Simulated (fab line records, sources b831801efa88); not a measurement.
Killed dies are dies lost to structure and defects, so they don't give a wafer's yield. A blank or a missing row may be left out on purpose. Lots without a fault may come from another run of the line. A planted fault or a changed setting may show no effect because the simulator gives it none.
Which tool did it? | flow sky130 | 11 lots, 33 wafers sampled, at 2 steps of a route of 708

WHAT THE GAUGES READ, wafer by wafer
SKY_SD_N_RS_MEAS_16: measures by four-point-probe.
lot  | measured     | on            | SD_N_RS (ohm/sq)
L436 | day 28 04:02 | film_metro-03 | 68.69 68.72 68.72
L437 | day 28 12:26 | film_metro-03 | 68.56 68.63 68.55
L442 | day 30 09:13 | film_metro-04 | 68.49 68.56 68.54
L444 | day 31 02:27 | film_metro-03 | 68.70 68.73 68.72
L445 | day 31 19:23 | film_metro-03 | 68.51 68.55 68.63
L447 | day 32 08:04 | film_metro-01 | 68.34 68.50 68.37
L448 | day 32 10:55 | film_metro-01 | 68.66 68.60 68.55
L449 | day 32 18:23 | film_metro-04 | 68.69 68.52 68.67
L454 | day 34 07:28 | film_metro-04 | 68.70 68.52 68.57
L457 | day 35 08:25 | film_metro-03 | 65.92 65.93 65.77
L459 | day 35 12:29 | film_metro-03 | 65.94 66.17 66.07

WHICH TOOL RAN EACH LOT (tool, then ch and the chambers of the sampled wafers, then the start)
lot  | SKY_SD_N_RTA_14
L436 | rtp_anneal-01 ch 0, day 28 03:49
L437 | rtp_anneal-02 ch 0, day 28 12:15
L442 | rtp_anneal-01 ch 0, day 30 09:01
L444 | rtp_anneal-01 ch 0, day 31 02:16
L445 | rtp_anneal-02 ch 0, day 31 19:13
L447 | rtp_anneal-01 ch 0, day 32 07:54
L448 | rtp_anneal-02 ch 0, day 32 10:45
L449 | rtp_anneal-01 ch 0, day 32 18:13
L454 | rtp_anneal-01 ch 0, day 34 07:18
L457 | rtp_anneal-02 ch 0, day 35 08:15
L459 | rtp_anneal-02 ch 0, day 35 12:19
- SKY_SD_N_RTA_14: time 2 s.

THE ANSWER, worked out from the rows above alone
Rule: what is usual is taken from the lots themselves. Put in order of their means at a reading, lots are off if they are a third of the lots or fewer, leave a main group of 4 or more, and stand apart from it by a gap of 3 or more times the standard deviation of the main group's means; of several such gaps the widest counts. A main group whose means are all the same, to the digits that the tables above print for the reading, isn't used. A lot without any number at a reading at which 4 lots or more have one is off too. The other lots that the step has rows for count as sound.
Off: L457, L459, at SKY_SD_N_RS_MEAS_16 (SD_N_RS). The main group: mean 68.59 ohm/sq, standard deviation 0.089.
A tool fits if, at a process step before that reading, it ran every lot that is off, and no sound lot after the first of them. The gauges at SKY_SD_N_RS_MEAS_16 are tried like those tools. Can't be told from this: 2 tools fit, rtp_anneal-02 at SKY_SD_N_RTA_14, film_metro-03 at SKY_SD_N_RS_MEAS_16.

WHAT THE SIMULATOR HAD PUT IN
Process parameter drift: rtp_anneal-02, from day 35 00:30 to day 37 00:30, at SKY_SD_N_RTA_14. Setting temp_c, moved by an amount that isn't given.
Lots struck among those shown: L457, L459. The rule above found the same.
